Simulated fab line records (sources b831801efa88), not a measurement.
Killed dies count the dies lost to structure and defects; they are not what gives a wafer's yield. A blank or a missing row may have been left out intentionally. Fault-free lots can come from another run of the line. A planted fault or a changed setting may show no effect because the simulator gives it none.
What tool caused it? + flow sky130 + 11 lots with 33 wafers sampled at 4 steps, on a route of 708 steps

WHAT EACH GAUGE READ, for each wafer
SKY_LI_CONTACT_CD_MEAS_12 targets a cd of 170 nm. Usual: cd nm reads 169.7 nm (standard deviation 1.4).
| lot  | measured     | on        | cd nm (nm)        | flag |
|------|--------------|-----------|-------------------|------|
| L615 | day 29 09:49 | cd sem-01 | 171.8 170.4 172.0 |      |
| L621 | day 31 10:20 | cd sem-01 | 169.2 169.2 169.8 |      |
| L622 | day 31 16:33 | cd sem-01 | 168.8 168.4 169.0 |      |
| L623 | day 31 18:45 | cd sem-02 | 171.4 170.3 170.7 |      |
| L626 | day 32 16:49 | cd sem-01 | 170.3 169.8 169.9 |      |
| L627 | day 33 05:43 | cd sem-01 | 171.5 170.2 172.2 |      |
| L628 | day 33 13:06 | cd sem-01 | 171.3 171.1 170.3 |      |
| L629 | day 33 19:07 | cd sem-01 | 168.2 169.4 169.7 |      |
| L630 | day 33 22:50 | cd sem-02 | 169.6 170.0 171.1 |      |
| L637 | day 36 05:51 | cd sem-02 | 170.3 169.8 168.2 |      |
| L638 | day 36 13:45 | cd sem-01 | 168.4 168.2 168.5 |      |

SKY_LI_CONTACT_RS_MEAS_22: measures by four-point-probe. Usual: LI_CONTACT_W_RS gives 0.282 ohm/sq (standard deviation 0.0058).
| lot  | measured     | on            | LI_CONTACT_W_RS (ohm/sq) | flag |
|------|--------------|---------------|--------------------------|------|
| L615 | day 29 10:40 | film metro-02 | 0.279 0.283 0.282        |      |
| L621 | day 31 11:10 | film metro-04 | 0.284 0.284 0.285        |      |
| L622 | day 31 17:23 | film metro-02 | 0.278 0.271 0.273        |      |
| L623 | day 31 19:35 | film metro-02 | 0.284 0.283 0.291        |      |
| L626 | day 32 17:41 | film metro-02 | 0.286 0.275 0.283        |      |
| L627 | day 33 06:33 | film metro-04 | 0.284 0.285 0.274        |      |
| L628 | day 33 13:56 | film metro-02 | 0.292 0.281 0.286        |      |
| L629 | day 33 20:00 | film metro-04 | 0.288 0.289 0.286        |      |
| L630 | day 33 23:43 | film metro-04 | 0.284 0.288 0.290        |      |
| L637 | day 36 06:45 | film metro-04 | 0.284 0.285 0.286        |      |
| L638 | day 36 14:35 | film metro-02 | 0.278 0.267 0.277        |      |

SKY_CONTACT_THK_MEAS_01. Usual: CONTACT_CVD_00_THK gives 74.8 nm (standard deviation 0.98).
| lot  | measured     | on            | CONTACT_CVD_00_THK (nm) | flag |
|------|--------------|---------------|-------------------------|------|
| L615 | day 30 16:40 | film metro-01 | 73.7 75.5 75.4          |      |
| L621 | day 32 15:52 | film metro-02 | 0.0 0.0 0.0             | OFF  |
| L622 | day 32 22:20 | film metro-02 | 0.0 0.0 0.0             | OFF  |
| L623 | day 32 23:52 | film metro-02 | 0.0 0.0 0.0             | OFF  |
| L626 | day 33 22:27 | film metro-01 | 76.2 75.7 76.4          |      |
| L627 | day 34 10:53 | film metro-02 | 73.5 75.0 74.5          |      |
| L628 | day 34 17:29 | film metro-01 | 75.7 75.1 74.4          |      |
| L629 | day 34 23:59 | film metro-03 | 75.0 74.4 76.0          |      |
| L630 | day 35 04:20 | film metro-01 | 73.5 74.5 74.8          |      |
| L637 | day 37 10:09 | film metro-01 | 74.5 75.6 75.4          |      |
| L638 | day 37 17:53 | film metro-03 | 73.3 75.0 74.4          |      |

EACH LOT AND THE TOOL THAT RAN IT (in order: tool; ch and the chambers of the sampled wafers; start)
| lot  | SKY_CONTACT_CVD_00              |
|------|---------------------------------|
| L615 | pecvd-02 ch 0,2, day 30 16:37   |
| L621 | pecvd-02 ch 1, day 32 15:49     |
| L622 | pecvd-02 ch 0,1, day 32 22:17   |
| L623 | pecvd-04 ch 0,1,2, day 32 23:49 |
| L626 | pecvd-03 ch 1,2, day 33 22:25   |
| L627 | pecvd-03 ch 0,2, day 34 10:51   |
| L628 | pecvd-04 ch 0,1,2, day 34 17:25 |
| L629 | pecvd-03 ch 1,2, day 34 23:57   |
| L630 | pecvd-02 ch 0,1, day 35 04:17   |
| L637 | pecvd-04 ch 0,2, day 37 10:05   |
| L638 | pecvd-02 ch 0,1, day 37 17:50   |
- SKY_CONTACT_CVD_00: deposits Si3N4, target thk 75 nm.

WHAT THE TOOLS THEMSELVES READ (means of the sampled wafers that have a number; where no wafer has one, the mark that the record gives instead)
SKY_CONTACT_CVD_00. Usual: heater power outer w 420 W, standard deviation 53; heater power w 718 W, standard deviation 100.
| lot  | tool     | heater power outer w (W) | heater power w (W) | flag |
|------|----------|--------------------------|--------------------|------|
| L615 | pecvd-02 | 456                      | 711                |      |
| L621 | pecvd-02 | -                        | -                  | OFF  |
| L622 | pecvd-02 | -                        | -                  | OFF  |
| L623 | pecvd-04 | -                        | -                  | OFF  |
| L626 | pecvd-03 | 442                      | 818                |      |
| L627 | pecvd-03 | 431                      | 717                |      |
| L628 | pecvd-04 | 410                      | 660                |      |
| L629 | pecvd-03 | 431                      | 832                |      |
| L630 | pecvd-02 | 427                      | 747                |      |
| L637 | pecvd-04 | 349                      | 570                |      |
| L638 | pecvd-02 | 419                      | 736                |      |

THE ANSWER, worked out from the rows above alone
Rule: take the mean of a lot's wafers that have a number; if it is more than 3 standard deviations from the usual mean, the lot is off. A lot without any number at a reading at which 4 lots or more have one is off too. Any other lot the step has rows for is counted as sound. The gauges are gone through in route order, then the tools' own readings, and for those a lot's mean is taken as printed above. At the first step where some lot is off, the reading lying furthest off is the one used; lots without a number count as furthest.
Off: L621, L622, L623, seen at SKY_CONTACT_THK_MEAS_01 (CONTACT_CVD_00_THK).
If a tool, at a process step before that reading, ran all the lots that are off and no sound lot after the first of them, it fits. Not tried: the gauges at SKY_CONTACT_THK_MEAS_01; whatever is off there is also off at SKY_CONTACT_CVD_00, on other tools, and gauge error can't account for it. No candidate that was tried fits.

WHAT HAD BEEN PUT IN BY THE SIMULATOR
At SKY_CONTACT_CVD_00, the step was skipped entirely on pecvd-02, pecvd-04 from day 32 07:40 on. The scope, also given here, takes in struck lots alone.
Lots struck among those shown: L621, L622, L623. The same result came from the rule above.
